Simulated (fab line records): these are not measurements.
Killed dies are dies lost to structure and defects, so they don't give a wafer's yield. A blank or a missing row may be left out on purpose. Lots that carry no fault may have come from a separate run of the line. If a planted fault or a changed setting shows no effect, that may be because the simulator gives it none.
fab line records	flow sky130
record lots=5	wafers=15	last_day=50
route steps=708 shown SONOS_TUNNEL@160 SONOS_ONO@168 GATE_OXIDE@187 PAD_OPEN@708
lots that met no fault: from a run of the same line without faults
start_h: hours from the record's first day to the start of the lot's first wafer shown	wait_h: hours from the lot's prior step to this one	" identical to the entry in the row above	L1.1+2: several wafers, shown together as one row	- no value, or no start was given	* or withheld: withheld	< > ~ a bound
route shown NAME@n: a module of which the file shows steps, and the number in the route of the first	usual: mean/standard deviation taken from wafers without a fault	same: alike in all rows	chamber/n: place in a boat	sites: each site's reading	_std_site: standard deviation of those values	_edge_site: mean of outer sites minus mean of inner sites	radius_mm: how far each site lies from the wafer's centre	mask NAME#n: copy n	behind: tool/chamber where the wafer was last shaped	hold: why the lot went on hold/how many hours it stayed there/how the hold came to an end	device: the transistor (n, p or np) that didn't switch	end of line: at the end of the route, the tests of the same wafers	for a step that has no rows: nothing shown but its recipe	killed: the dies lost at the first sort to structure and to defects; this is not the yield of the wafer	map: per-die view of a wafer (x killed, . not killed, _ where there is no die)
set.NAME: setting as actually run; set.NAME@STEP: the setting as run at that earlier step	model.NAME: the simulator's own value behind a step, which no gauge read
lots at some steps of the route; a table a step, a row a wafer
services: the hour from which a tool's chamber was out of use, counted from the record's first day as start_h (under 0 if before that day), plus the number of hours and why
## steps
# step SKY_SONOS_TUNNEL_DEVELOP_06
# recipe resist=NOVOLAK	developer=TMAH	develop_time_s=60	dev_temp_c=23
# step SKY_SONOS_TUNNEL_CD_MEAS_07
# recipe target_cd_nm=410
# usual cd_nm=409.9/2.4
lot.wafer	tool	chamber	start_h	wait_h	cd_nm
L749.2	cd_sem-01	-	246.96	0.1	412.5
L749.3	"	-	"	"	413.5
L749.4	"	-	"	"	410.6
L764.2	cd_sem-02	-	386.51	0.1	408.4
L764.3	"	-	"	"	409.6
L764.6	"	-	"	"	408.1
L768.2	cd_sem-01	-	406.34	0.1	412.0
L768.4	"	-	"	"	412.6
L768.6	"	-	"	"	412.9
L771.1	cd_sem-01	-	425.72	0.1	409.9
L771.2	"	-	"	"	408.8
L771.6	"	-	"	"	411.4
L770.1	cd_sem-01	-	426.92	0.1	414.9
L770.3	"	-	"	"	412.4
L770.5	"	-	"	"	412.6
# step SKY_SONOS_TUNNEL_OVL_MEAS_08
# usual SONOS_TUNNEL_OVL=-0.5/1.4
lot.wafer	tool	chamber	start_h	wait_h	SONOS_TUNNEL_OVL[nm]
L749.2	overlay-02	-	247.06	0.1	1.7
L749.3	"	-	"	"	1.7
L749.4	"	-	"	"	2.1
L764.2	overlay-01	-	386.62	0.1	-0.7
L764.3	"	-	"	"	-0.1
L764.6	"	-	"	"	-1.4
L768.2	overlay-01	-	406.45	0.1	2.1
L768.4	"	-	"	"	-0.5
L768.6	"	-	"	"	0.3
L771.1	overlay-01	-	425.84	0.1	-2.2
L771.2	"	-	"	"	-1.9
L771.6	"	-	"	"	-2.8
L770.1	overlay-02	-	427.04	0.1	-0.1
L770.3	"	-	"	"	0.2
L770.5	"	-	"	"	1.0
# step SKY_SONOS_TUNNEL_IMPLANT_09
# recipe species=B	energy_kev=20	dose_cm2=1e+12	tilt_deg=withheld
# step SKY_SONOS_TUNNEL_WET_ETCH_10
# recipe chemistry=dHF	target_depth_nm=14	target=SiO2	dilution=100:1	temp_c=25	time_s=280
# step SKY_SONOS_TUNNEL_STRIP_11
# recipe chemistry=SPM	time_s=600	temp_c=130
# step SKY_SONOS_TUNNEL_TW_MEAS_12
# usual SONOS_TUNNEL_TW=196.8/1.6
lot.wafer	tool	chamber	start_h	wait_h	SONOS_TUNNEL_TW
L749.2	film_metro-03	-	247.78	0.0	194.6
L749.3	"	-	"	"	195.2
L749.4	"	-	"	"	195.9
L764.2	film_metro-04	-	387.07	0.0	199.1
L764.3	"	-	"	"	198.5
L764.6	"	-	"	"	198.8
L768.2	film_metro-03	-	406.90	0.0	195.1
L768.4	"	-	"	"	193.8
L768.6	"	-	"	"	195.1
L771.1	film_metro-02	-	426.29	0.0	195.9
L771.2	"	-	"	"	196.7
L771.6	"	-	"	"	196.8
L770.1	film_metro-03	-	427.49	0.0	195.9
L770.3	"	-	"	"	195.5
L770.5	"	-	"	"	195.8
# step SKY_SONOS_TUNNEL_CLEAN_13
# recipe chemistry=dHF	time_s=20	dilution=100:1	dry=ipa_marangoni
# step SKY_SONOS_ONO_OXIDATION_00
# recipe temp_c=800	ambient=O2	idle_temp_c=700	ramp_up_c_per_min=10	ramp_down_c_per_min=3	stabilise_s=600	purge_s=300	target_thk_a=26	ox_time_s=1249
# step SKY_SONOS_ONO_THK_MEAS_01
# recipe reads=SiO2_of_SONOS_ONO_OXIDATION_00
# usual SONOS_ONO_OXIDATION_THK=2.59/0.057
lot.wafer	tool	chamber	start_h	wait_h	SONOS_ONO_OXIDATION_THK[nm]
L749.2	film_metro-04	-	249.27	0.0	2.45
L749.3	"	-	"	"	2.47
L749.4	"	-	"	"	2.50
L764.2	film_metro-04	-	388.57	0.0	2.69
L764.3	"	-	"	"	2.65
L764.6	"	-	"	"	2.61
L768.2	film_metro-04	-	409.33	0.0	2.58
L768.4	"	-	"	"	2.60
L768.6	"	-	"	"	2.64
L771.1	film_metro-03	-	427.98	0.0	2.71
L771.2	"	-	"	"	2.64
L771.6	"	-	"	"	2.66
L770.1	film_metro-03	-	429.33	0.0	2.62
L770.3	"	-	"	"	2.54
L770.5	"	-	"	"	2.57
# step SKY_SONOS_ONO_CVD_02
# recipe material=Si3N4	precursor=DCS/NH3	target_thk_nm=10.5	temp_c=770	time_s=180	pressure_mtorr=250
# step SKY_SONOS_ONO_THK_MEAS_03
# recipe reads=Si3N4_of_SONOS_ONO_CVD_02
# usual SONOS_ONO_CVD_02_THK=10.52/0.18
lot.wafer	tool	chamber	start_h	wait_h	SONOS_ONO_CVD_02_THK[nm]
L749.2	film_metro-04	-	252.20	0.0	10.87
L749.3	"	-	"	"	10.81
L749.4	"	-	"	"	10.82
L764.2	film_metro-04	-	390.12	0.0	10.65
L764.3	"	-	"	"	10.57
L764.6	"	-	"	"	10.67
L768.2	film_metro-03	-	412.19	0.0	10.55
L768.4	"	-	"	"	10.61
L768.6	"	-	"	"	10.53
L771.1	film_metro-03	-	430.58	0.0	10.47
L771.2	"	-	"	"	10.49
L771.6	"	-	"	"	10.46
L770.1	film_metro-01	-	430.60	0.0	10.47
L770.3	"	-	"	"	10.59
L770.5	"	-	"	"	10.53
# step SKY_SONOS_ONO_CVD_04
# recipe material=SiO2	precursor=SiH4/N2O	target_thk_nm=5.7199	temp_c=900	pressure_mtorr=400
# usual spike_tc_bottom_C=916.4/1
lot.wafer	tool	chamber	start_h	wait_h	spike_tc_bottom_C	model.SiO2_of_SONOS_ONO_CVD_04.thk_nm
L749.2	lpcvd-03	1	252.25	0.0	915.8	5.658
L749.3	"	1	"	"	914.8	5.678
L749.4	"	1	"	"	916.0	5.626
L764.2	lpcvd-03	0	390.17	0.0	915.3	5.594
L764.3	"	0	"	"	918.7	5.579
L764.6	"	0	"	"	915.0	5.584
L768.2	lpcvd-03	1	412.24	0.0	917.7	5.906
L768.4	"	1	"	"	916.8	6.012
L768.6	"	1	"	"	916.6	5.89
L771.1	lpcvd-03	0	430.64	0.1	918.2	6.011
L771.2	"	0	"	"	915.4	6.045
L771.6	"	0	"	"	916.0	6.051
L770.1	lpcvd-03	0	431.89	1.3	916.3	5.814
L770.3	"	0	"	"	917.6	5.726
L770.5	"	0	"	"	915.9	5.784
# step SKY_SONOS_ONO_THK_MEAS_05
# recipe reads=SiO2_of_SONOS_ONO_CVD_04
# usual SONOS_ONO_CVD_04_THK=5.73/0.13
lot.wafer	tool	chamber	start_h	wait_h	SONOS_ONO_CVD_04_THK[nm]
L749.2	film_metro-04	-	253.51	0.0	5.61
L749.3	"	-	"	"	5.67
L749.4	"	-	"	"	5.61
L764.2	film_metro-04	-	391.43	0.0	5.63
L764.3	"	-	"	"	5.55
L764.6	"	-	"	"	5.59
L768.2	film_metro-04	-	413.50	0.0	5.90
L768.4	"	-	"	"	6.01
L768.6	"	-	"	"	5.87
L771.1	film_metro-01	-	431.89	0.0	6.01
L771.2	"	-	"	"	6.02
L771.6	"	-	"	"	6.01
L770.1	film_metro-03	-	433.14	0.0	5.80
L770.3	"	-	"	"	5.70
L770.5	"	-	"	"	5.82
# step SKY_SONOS_ONO_DEHYDRATE_06
# recipe temp_c=200	time_s=60
# step SKY_SONOS_ONO_HMDS_07
# recipe prime_time_s=60	prime_temp_c=120
# step SKY_SONOS_ONO_COAT_08
# recipe resist=NOVOLAK	spin_rpm=3000	resist_thk_nm=1140
# step SKY_SONOS_ONO_SOFTBAKE_09
# recipe temp_c=90	time_s=60	resist=NOVOLAK
# step SKY_SONOS_ONO_EXPOSE_10
# recipe mask_id=ONOM	target_cd_nm=410	na=0.6	source_shape=conventional	sigma_outer=0.6	dose_mj=150
# step SKY_SONOS_ONO_PEB_11
# recipe temp_c=withheld	time_s=*	resist=NOVOLAK
# step SKY_SONOS_ONO_DEVELOP_12
# recipe develop_time_s=60	dev_temp_c=23
# step SKY_SONOS_ONO_CD_MEAS_13
# recipe target_cd_nm=410
# usual cd_nm=409.3/2.5
lot.wafer	tool	chamber	start_h	wait_h	cd_nm
L749.2	cd_sem-02	-	277.86	0.1	409.5
L749.3	"	-	"	"	409.1
L749.4	"	-	"	"	408.6
L764.2	cd_sem-02	-	420.86	0.1	409.6
L764.3	"	-	"	"	409.5
L764.6	"	-	"	"	407.1
L768.2	cd_sem-02	-	443.46	0.1	408.0
L768.4	"	-	"	"	405.9
L768.6	"	-	"	"	407.2
L771.1	cd_sem-02	-	462.73	0.2	412.4
L771.2	"	-	"	"	411.3
L771.6	"	-	"	"	412.1
L770.1	cd_sem-02	-	463.71	0.1	409.2
L770.3	"	-	"	"	411.3
L770.5	"	-	"	"	410.8
# step SKY_SONOS_ONO_OVL_MEAS_14
# usual SONOS_ONO_OVL=-0.8/1.7
lot.wafer	tool	chamber	start_h	wait_h	SONOS_ONO_OVL[nm]
L749.2	overlay-02	-	277.97	0.1	-2.9
L749.3	"	-	"	"	-2.6
L749.4	"	-	"	"	-1.3
L764.2	overlay-01	-	420.96	0.1	0.3
L764.3	"	-	"	"	-0.6
L764.6	"	-	"	"	0.7
L768.2	overlay-02	-	443.56	0.1	-0.2
L768.4	"	-	"	"	0.1
L768.6	"	-	"	"	-0.2
L771.1	overlay-02	-	462.85	0.1	0.5
L771.2	"	-	"	"	-0.4
L771.6	"	-	"	"	0.0
L770.1	overlay-02	-	463.83	0.1	-0.2
L770.3	"	-	"	"	-2.7
L770.5	"	-	"	"	-2.1
# step SKY_SONOS_ONO_ETCH_15
# recipe target_depth_nm=19.52	chemistry=CHF3/O2	source_w=600	bias_w=200	pressure_mtorr=40	chf3_flow_sccm=50	O2_flow_sccm=5	time_s=7.8
# usual chamber_pressure_mTorr=40.00/0.034	drypump_motor_current_A=5.8/0.42	oes_product_au=1.000/0.0098	throttle_valve_pct=8.823/0.0091
lot.wafer	tool	chamber	start_h	wait_h	chamber_pressure_mTorr	drypump_motor_current_A	oes_product_au	rf_hours_counter_h	throttle_valve_pct
L749.2	rie_diel-03	1	278.00	0.0	40.01	4.9	0.993	2	8.833
L749.3	"	2	"	"	39.99	5.7	0.988	-	8.819
L749.4	"	1	"	"	39.98	4.9	0.988	-	8.815
L764.2	rie_diel-02	3	420.99	0.0	40.04	5.9	1.012	35	8.821
L764.3	"	0	"	"	39.96	5.8	0.995	96	8.810
L764.6	"	3	"	"	40.03	5.9	1.003	-	8.824
L768.2	rie_diel-01	1	443.59	0.0	39.98	5.8	1.015	9	8.834
L768.4	"	0	"	"	40.01	5.5	0.981	42	8.817
L768.6	"	1	"	"	40.05	5.7	1.020	-	8.815
L771.1	rie_diel-03	0	462.88	0.0	39.98	6.5	1.005	16	8.818
L771.2	"	3	"	"	40.04	6.1	0.999	11	8.823
L771.6	"	2	"	"	40.00	5.7	0.987	-	8.831
L770.1	rie_diel-01	2	463.86	0.0	39.95	6.0	0.991	1	8.820
L770.3	"	0	"	"	39.99	5.4	0.982	42	8.824
L770.5	"	2	"	"	39.99	6.0	0.989	-	8.803
# step SKY_SONOS_ONO_WET_ETCH_16
# recipe chemistry=dHF	target_depth_nm=14	dry=n2_spin	target=SiO2	dilution=100:1	temp_c=25	time_s=280
# step SKY_SONOS_ONO_STRIP_17
# recipe chemistry=O2/N2	power_w=1400	pressure_mtorr=1500	platen_temp_c=withheld	o2_flow_sccm=3000	n2_flow_sccm=300	overash_fraction=0.5
# usual chamber_pressure_mTorr=1500.1/1.4	drypump_motor_current_A=5.8/0.38	n2_flow_sccm=300.1/0.91	o2_flow_sccm=3001/8.9	oes_product_au=0.709/0.0043	strip_time_to_endpoint_s=14.09/0.047
lot.wafer	tool	chamber	start_h	wait_h	chamber_pressure_mTorr	drypump_motor_current_A	n2_flow_sccm	o2_flow_sccm	oes_product_au	rf_hours_counter_h	strip_time_to_endpoint_s
L749.2	plasma_asher-03	0	278.12	0.0	1498.1	6.2	300.0	3001	0.712	16	14.18
L749.3	"	1	"	"	1502.4	5.4	300.5	2991	0.706	-	14.21
L749.4	"	0	"	"	1500.3	6.2	299.2	2984	0.709	-	14.15
L764.2	plasma_asher-02	1	421.11	0.0	1498.7	5.6	301.1	3002	0.707	61	14.13
L764.3	"	1	"	"	1499.7	5.6	300.4	3004	0.712	-	14.15
L764.6	"	1	"	"	1498.9	5.6	300.5	3016	0.703	-	14.17
L768.2	plasma_asher-03	0	443.71	0.0	1500.3	6.2	300.3	3008	0.707	31	14.09
L768.4	"	0	"	"	1500.6	6.2	301.5	2986	0.708	-	14.10
L768.6	"	1	"	"	1499.5	5.3	300.6	3006	0.706	-	14.07
L771.1	plasma_asher-04	0	462.99	0.0	1499.0	6.0	299.2	3006	0.710	4	14.14
L771.2	"	1	"	"	1500.1	5.4	301.0	2986	0.714	4	14.09
L771.6	"	1	"	"	1500.8	5.4	300.9	3001	0.704	-	14.12
L770.1	plasma_asher-02	0	463.97	0.0	1501.6	6.2	300.2	2993	0.710	65	14.11
L770.3	"	0	"	"	1498.9	6.3	301.6	3006	0.708	-	14.12
L770.5	"	1	"	"	1500.6	5.6	300.0	3006	0.712	-	14.07
# step SKY_SONOS_ONO_WET_ETCH_18
# recipe chemistry=H3PO4	target_depth_nm=15	target=Si3N4	temp_c=160	time_s=172
# step SKY_GATE_OXIDE_CLEAN_00
# recipe chemistry=SC1/SC2	mix=1:4:20	temp_c=70	time_s=150	dry=n2_spin
# step SKY_GATE_OXIDE_OXIDATION_01
# recipe temp_c=900	ambient=O2	stabilise_s=600	purge_s=300	target_thk_a=102.68	ox_time_s=1473
# step SKY_GATE_OXIDE_THK_MEAS_02
# recipe reads=SiO2_of_GATE_OXIDE_OXIDATION_01
# usual GATE_OXIDE_OXIDATION_00_THK=10.27/0.19
lot.wafer	tool	chamber	start_h	wait_h	GATE_OXIDE_OXIDATION_00_THK[nm]
L749.2	film_metro-02	-	281.26	0.0	10.30
L749.3	"	-	"	"	10.53
L749.4	"	-	"	"	10.38
L764.2	film_metro-02	-	423.84	0.0	10.55
L764.3	"	-	"	"	10.60
L764.6	"	-	"	"	10.50
L768.2	film_metro-01	-	446.32	0.0	10.26
L768.4	"	-	"	"	10.35
L768.6	"	-	"	"	10.23
L771.1	film_metro-01	-	464.79	0.0	10.18
L771.2	"	-	"	"	10.34
L771.6	"	-	"	"	10.19
L770.1	film_metro-02	-	466.20	0.0	9.84
L770.3	"	-	"	"	9.91
L770.5	"	-	"	"	9.94
# step SKY_GATE_OXIDE_DEHYDRATE_03
# recipe temp_c=200	time_s=60
# step SKY_GATE_OXIDE_HMDS_04
# recipe prime_time_s=60	prime_temp_c=120
# step SKY_GATE_OXIDE_COAT_05
# recipe resist=NOVOLAK	spin_rpm=3000	resist_thk_nm=1140
# step SKY_GATE_OXIDE_SOFTBAKE_06
# recipe temp_c=90	time_s=60	resist=NOVOLAK
# step SKY_GATE_OXIDE_EXPOSE_07
# recipe mask_id=LVOM	na=0.6	source_shape=conventional	sigma_outer=0.6	polarization=unpolarized	target_cd_nm=600	dose_mj=170
# step SKY_GATE_OXIDE_PEB_08
# recipe temp_c=withheld	time_s=*	resist=NOVOLAK
# step SKY_GATE_OXIDE_DEVELOP_09
# recipe resist=NOVOLAK	developer=TMAH	develop_time_s=60	dev_temp_c=23
# step SKY_GATE_OXIDE_OVL_MEAS_10
# usual GATE_OXIDE_OVL=1.2/1.3
lot.wafer	tool	chamber	start_h	wait_h	GATE_OXIDE_OVL[nm]
L749.2	overlay-01	-	306.47	0.1	3.3
L749.3	"	-	"	"	3.3
L749.4	"	-	"	"	2.8
L764.2	overlay-02	-	455.52	0.1	-1.3
L764.3	"	-	"	"	0.2
L764.6	"	-	"	"	0.2
L768.2	overlay-02	-	476.91	0.1	1.8
L768.4	"	-	"	"	1.4
L768.6	"	-	"	"	1.9
L771.1	overlay-02	-	495.71	0.1	1.9
L771.2	"	-	"	"	2.0
L771.6	"	-	"	"	2.3
L770.1	overlay-02	-	496.84	0.1	1.0
L770.3	"	-	"	"	-0.7
L770.5	"	-	"	"	1.2
# step SKY_GATE_OXIDE_IMPLANT_11
# recipe species=B	energy_kev=10	dose_cm2=2.6e+12	tilt_deg=withheld
# step SKY_GATE_OXIDE_WET_ETCH_12
# recipe chemistry=dHF	target_depth_nm=16.8	dry=n2_spin	target=SiO2	dilution=100:1	temp_c=25	time_s=336
# step SKY_GATE_OXIDE_STRIP_13
# recipe chemistry=O2/N2	power_w=1400	pressure_mtorr=1500	platen_temp_c=withheld	o2_flow_sccm=3000	n2_flow_sccm=300	overash_fraction=0.5
# usual chamber_pressure_mTorr=1499.9/1.4	drypump_motor_current_A=5.7/0.56	n2_flow_sccm=300.1/0.94	o2_flow_sccm=2999/9.2	oes_product_au=0.715/0.0053	strip_time_to_endpoint_s=14.18/0.035
lot.wafer	tool	chamber	start_h	wait_h	chamber_pressure_mTorr	drypump_motor_current_A	n2_flow_sccm	o2_flow_sccm	oes_product_au	rf_hours_counter_h	strip_time_to_endpoint_s
L749.2	plasma_asher-03	0	306.75	0.0	1497.2	6.2	299.9	3003	0.718	18	14.18
L749.3	"	0	"	"	1500.5	6.2	299.8	3002	0.707	-	14.14
L749.4	"	1	"	"	1499.1	5.3	301.6	2990	0.708	-	14.17
L764.2	plasma_asher-01	0	455.80	0.0	1499.4	6.3	299.5	3015	0.711	76	14.20
L764.3	"	1	"	"	1496.0	4.8	300.7	2997	0.719	-	14.22
L764.6	"	0	"	"	1497.0	6.3	299.4	2998	0.713	-	14.20
L768.2	plasma_asher-01	0	477.20	0.0	1504.4	6.3	299.1	3003	0.720	79	14.14
L768.4	"	0	"	"	1499.5	6.3	299.8	3004	0.715	-	14.17
L768.6	"	1	"	"	1500.1	4.8	299.7	3010	0.710	-	14.13
L771.1	plasma_asher-02	1	496.00	0.0	1501.5	5.6	299.0	3010	0.711	69	14.13
L771.2	"	0	"	"	1499.9	6.3	300.7	3005	0.716	69	14.13
L771.6	"	1	"	"	1498.8	5.6	301.0	3005	0.715	-	14.07
L770.1	plasma_asher-03	1	497.12	0.0	1500.5	5.3	300.1	3006	0.706	33	14.19
L770.3	"	0	"	"	1500.6	6.2	299.7	2996	0.716	-	14.15
L770.5	"	0	"	"	1498.8	6.2	299.5	3003	0.725	-	14.20
# step SKY_GATE_OXIDE_TW_MEAS_14
# usual GATE_OXIDE_TW=224.8/1.3
lot.wafer	tool	chamber	start_h	wait_h	GATE_OXIDE_TW
L749.2	film_metro-04	-	306.86	0.1	224.2
L749.3	"	-	"	"	224.9
L749.4	"	-	"	"	224.5
L764.2	film_metro-01	-	455.91	0.1	225.6
L764.3	"	-	"	"	226.1
L764.6	"	-	"	"	226.5
L768.2	film_metro-02	-	477.31	0.1	225.3
L768.4	"	-	"	"	225.3
L768.6	"	-	"	"	224.4
L771.1	film_metro-02	-	496.10	0.1	222.3
L771.2	"	-	"	"	224.0
L771.6	"	-	"	"	223.3
L770.1	film_metro-02	-	497.22	0.1	223.0
L770.3	"	-	"	"	224.0
L770.5	"	-	"	"	224.0
# step SKY_GATE_OXIDE_CLEAN_15
# recipe chemistry=SC1/SC2	mix=1:4:20	temp_c=70	time_s=150	dry=n2_spin
lot.wafer	tool	chamber	start_h	wait_h	model.SiO2_of_SONOS_ONO_CVD_04.thk_nm
L749.2	wet_bench-04	1	306.91	0.0	4.133
L749.3	"	1	"	"	4.145
L749.4	"	1	"	"	4.094
L764.2	wet_bench-03	0	455.96	0.0	4.086
L764.3	"	0	"	"	4.072
L764.6	"	0	"	"	4.081
L768.2	wet_bench-03	2	477.36	0.0	4.388
L768.4	"	2	"	"	4.493
L768.6	"	2	"	"	4.376
L771.1	wet_bench-01	2	496.16	0.1	4.484
L771.2	"	2	"	"	4.518
L771.6	"	2	"	"	4.53
L770.1	wet_bench-03	2	497.28	0.1	4.301
L770.3	"	2	"	"	4.213
L770.5	"	2	"	"	4.271
# step SKY_PAD_OPEN_PROBE_99
# usual killed_at_M0_to_M3=44/6.3	killed_at_M4_up=2.8/1.7	killed_at_contacts=25/5.8	killed_at_front_end=14/4.4	killed_at_other=0.3/0.49	killed_dies=86/8.7	killed_open=48/5.8	killed_short=38/6
# same gross_dies=492	killed_at_back_side=0
lot.wafer	tool	chamber	start_h	wait_h	killed_at_M0_to_M3	killed_at_M4_up	killed_at_contacts	killed_at_front_end	killed_at_other	killed_dies	killed_open	killed_short	model.etest.cap_ono.gate_log10_a_cm2	model.etest.cap_ono.tox_acc_nm	model.etest.sonos_programmed.vt_v	model.etest.sonos_erased.vt_v	model.etest.sonos_baked.vt_v
L749.2	prober-02	-	1076.80	0.1	46	4	21	15	0	86	45	41	-7.919	12.88	1.471	-2.369	0.9302
L749.3	prober-02	-	1076.85	0.2	44	3	18	15	0	80	48	32	-7.929	12.85	1.411	-2.35	0.9121
L749.4	prober-02	-	1076.90	0.2	46	5	28	22	1	102	53	49	-8.003	12.91	1.402	-2.315	0.9655
L764.2	prober-01	-	1173.32	0.1	41	4	18	8	0	71	39	32	-7.969	12.94	1.402	-2.241	0.9875
L764.3	prober-01	-	1173.37	0.2	41	4	29	20	1	95	53	42	-7.825	12.83	1.509	-2.303	0.9791
L764.6	prober-01	-	1173.52	0.2	46	4	29	7	0	86	50	36	-8.097	12.98	1.453	-2.207	1.005
L768.2	prober-02	-	1192.82	0.1	34	2	25	18	1	80	46	34	-8.293	13.16	1.338	-2.185	0.8737
L768.4	prober-02	-	1192.92	0.2	47	1	29	13	0	90	52	38	-8.349	13.23	1.299	-2.15	0.8389
L768.6	prober-02	-	1193.02	0.2	42	5	37	15	1	100	53	47	-8.18	13.07	1.325	-2.21	0.9078
L771.1	prober-01	-	1195.15	0.1	54	3	23	15	1	96	48	48	-8.36	13.24	1.306	-2.084	0.8668
L771.2	prober-01	-	1195.20	0.1	41	1	19	16	0	77	53	24	-8.445	13.27	1.268	-2.072	0.8294
L771.6	prober-01	-	1195.40	0.2	41	6	18	11	0	76	40	36	-8.524	13.27	1.24	-2.071	0.8305
L770.1	prober-02	-	1195.46	0.1	48	2	25	10	0	85	43	42	-7.97	12.91	1.438	-2.268	0.9433
L770.3	prober-02	-	1195.56	0.2	41	3	19	13	1	77	44	33	-7.958	12.95	1.462	-2.233	0.9541
L770.5	prober-02	-	1195.66	0.2	45	4	27	12	0	88	47	41	-8.134	12.99	1.431	-2.213	0.9147
# killed by level:class
L749.2 VIA2:geometric_particle:open=8 VIA1:geometric_particle:open=8 METAL2:geometric_particle:short=8 CONTACT:geometric_particle:open=7 LI_CONTACT:geometric_particle:open=5 METAL1:geometric_particle:short=5 POLY_GATE:geometric_particle:short=4 LI_CONTACT:geometric_particle:short=4
L749.3 CONTACT:geometric_particle:open=11 VIA1:geometric_particle:open=9 VIA3:geometric_particle:open=8 METAL2:geometric_particle:short=5 VIA2:geometric_particle:short=5 VIA2:geometric_particle:open=4 VIA1:geometric_particle:short=4 POLY_GATE:geometric_particle:open=3
L749.4 LI_CONTACT:geometric_particle:open=12 VIA1:geometric_particle:open=10 VIA1:geometric_particle:short=10 FIELD_ISO:geometric_particle:open=7 CONTACT:geometric_particle:short=7 VIA3:geometric_particle:open=7 POLY_GATE:geometric_particle:open=6 VIA2:geometric_particle:open=6
L764.2 VIA1:geometric_particle:open=10 CONTACT:geometric_particle:open=8 VIA3:geometric_particle:open=8 VIA1:geometric_particle:short=6 VIA2:geometric_particle:open=5 CONTACT:geometric_particle:short=5 METAL1:geometric_particle:short=4 LI_CONTACT:geometric_particle:open=3
L764.3 CONTACT:geometric_particle:open=14 VIA2:geometric_particle:open=9 VIA1:geometric_particle:open=8 POLY_GATE:geometric_particle:open=5 LI_CONTACT:geometric_particle:open=5 METAL2:geometric_particle:short=5 POLY_GATE:geometric_particle:short=4 SPACER:geometric_particle:open=4
L764.6 VIA3:geometric_particle:open=15 CONTACT:geometric_particle:open=13 VIA1:geometric_particle:open=7 LI_CONTACT:geometric_particle:open=6 METAL1:geometric_particle:short=6 VIA3:geometric_particle:short=6 CONTACT:geometric_particle:short=5 LOCAL_INTERCONNECT:geometric_particle:short=3
L768.2 VIA3:geometric_particle:open=7 LI_CONTACT:geometric_particle:open=7 CONTACT:geometric_particle:open=7 FIELD_ISO:geometric_particle:short=5 VIA1:geometric_particle:open=5 METAL1:geometric_particle:short=5 VIA2:geometric_particle:open=5 SPACER:geometric_particle:open=4
L768.4 LI_CONTACT:geometric_particle:open=10 CONTACT:geometric_particle:open=10 VIA1:geometric_particle:open=8 VIA2:geometric_particle:open=8 METAL2:geometric_particle:short=7 VIA3:geometric_particle:open=7 VIA1:geometric_particle:short=6 FIELD_ISO:geometric_particle:short=4
L768.6 CONTACT:geometric_particle:open=15 CONTACT:geometric_particle:short=10 VIA1:geometric_particle:open=8 LI_CONTACT:geometric_particle:open=7 VIA3:geometric_particle:open=7 VIA1:geometric_particle:short=6 METAL2:geometric_particle:short=6 VIA2:geometric_particle:open=5
L771.1 METAL1:geometric_particle:short=12 VIA1:geometric_particle:open=9 VIA1:geometric_particle:short=8 VIA2:geometric_particle:open=7 POLY_GATE:geometric_particle:open=6 LI_CONTACT:geometric_particle:open=6 CONTACT:geometric_particle:open=6 VIA3:geometric_particle:open=6
L771.2 VIA3:geometric_particle:open=12 CONTACT:geometric_particle:open=11 VIA1:geometric_particle:open=11 METAL1:geometric_particle:short=5 POLY_GATE:geometric_particle:open=4 VIA2:geometric_particle:open=4 SPACER:geometric_particle:open=3 LI_CONTACT:geometric_particle:open=3
L771.6 CONTACT:geometric_particle:open=9 VIA1:geometric_particle:open=8 VIA1:geometric_particle:short=6 METAL4:geometric_particle:short=6 VIA2:geometric_particle:short=5 VIA2:geometric_particle:open=4 LI_CONTACT:geometric_particle:open=4 METAL2:geometric_particle:short=4
L770.1 VIA1:geometric_particle:open=13 CONTACT:geometric_particle:open=9 LOCAL_INTERCONNECT:geometric_particle:short=6 CONTACT:geometric_particle:short=6 METAL2:geometric_particle:short=6 VIA2:geometric_particle:open=5 METAL3:geometric_particle:short=5 LI_CONTACT:geometric_particle:open=4
L770.3 VIA3:geometric_particle:open=9 VIA1:geometric_particle:open=8 VIA2:geometric_particle:open=7 CONTACT:geometric_particle:open=6 LI_CONTACT:geometric_particle:open=5 VIA1:geometric_particle:short=5 POLY_GATE:geometric_particle:short=4 CONTACT:geometric_particle:short=4
L770.5 CONTACT:geometric_particle:open=13 VIA1:geometric_particle:open=9 VIA3:geometric_particle:open=9 CONTACT:geometric_particle:short=7 METAL1:geometric_particle:short=5 VIA1:geometric_particle:short=5 VIA3:geometric_particle:short=5 FIELD_ISO:geometric_particle:short=4
## services
tool	chamber	start_h	hours	kind
rie_diel-01	-	234.46	28.1	pm
plasma_asher-01	-	234.74	1.3	repair
plasma_asher-01	-	246.27	3.2	repair
rie_diel-01	2	263.85	2.5	repair
rie_diel-03	3	272.70	15.0	repair
rie_diel-03	-	274.49	0.9	repair
rie_diel-03	0	277.25	14.4	repair
rie_diel-03	2	281.60	7.2	repair
plasma_asher-03	-	295.94	4.4	repair
plasma_asher-02	-	300.83	0.4	repair
rie_diel-03	-	315.33	1.6	repair
plasma_asher-03	-	315.81	4.0	repair
plasma_asher-02	-	332.70	3.2	repair
plasma_asher-04	-	345.66	15.6	pm
rie_diel-03	-	366.50	1.4	repair
plasma_asher-03	-	367.16	9.7	repair
rie_diel-01	3	413.50	16.5	repair
plasma_asher-02	-	432.04	2.8	pm
rie_diel-01	-	439.97	1.0	repair
rie_diel-03	3	441.89	2.9	repair
rie_diel-03	3	450.17	8.9	repair
plasma_asher-03	-	454.56	19.3	repair
plasma_asher-03	-	473.83	14.6	pm
rie_diel-03	-	496.46	8.1	repair
## key
first_sign none at tools or gauges
model_effect step=SKY_SONOS_ONO_CVD_04	value=SiO2_of_SONOS_ONO_CVD_04.thk_nm	without=5.553	struck=5.936
model_effect step=SKY_GATE_OXIDE_CLEAN_15	value=SiO2_of_SONOS_ONO_CVD_04.thk_nm	without=4.036	struck=4.419
model_effect step=SKY_PAD_OPEN_PROBE_99	value=etest.cap_ono.gate_log10_a_cm2	without=-7.779	struck=-8.274
met_at SKY_SONOS_ONO_CVD_04
struck_wafers L768.2,L768.4,L768.6
tester_left_out L768
onset_between 252.25 412.24
fault kind=process_parameter_drift	tool=lpcvd-03	chamber=1	onset_h=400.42	steps=SKY_SONOS_ONO_CVD_04	channel=target_thk_nm	offset=0.38326	shape=step	end_h=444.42	stated=5.7199
# tester_left_out: of these lots the tester's yield and bins aren't shown, on N5 and GAA mostly nor the transistor test; their killed dies are dies lost to structure and defects alone, not to doping, threshold or leakage, so they don't give the yield
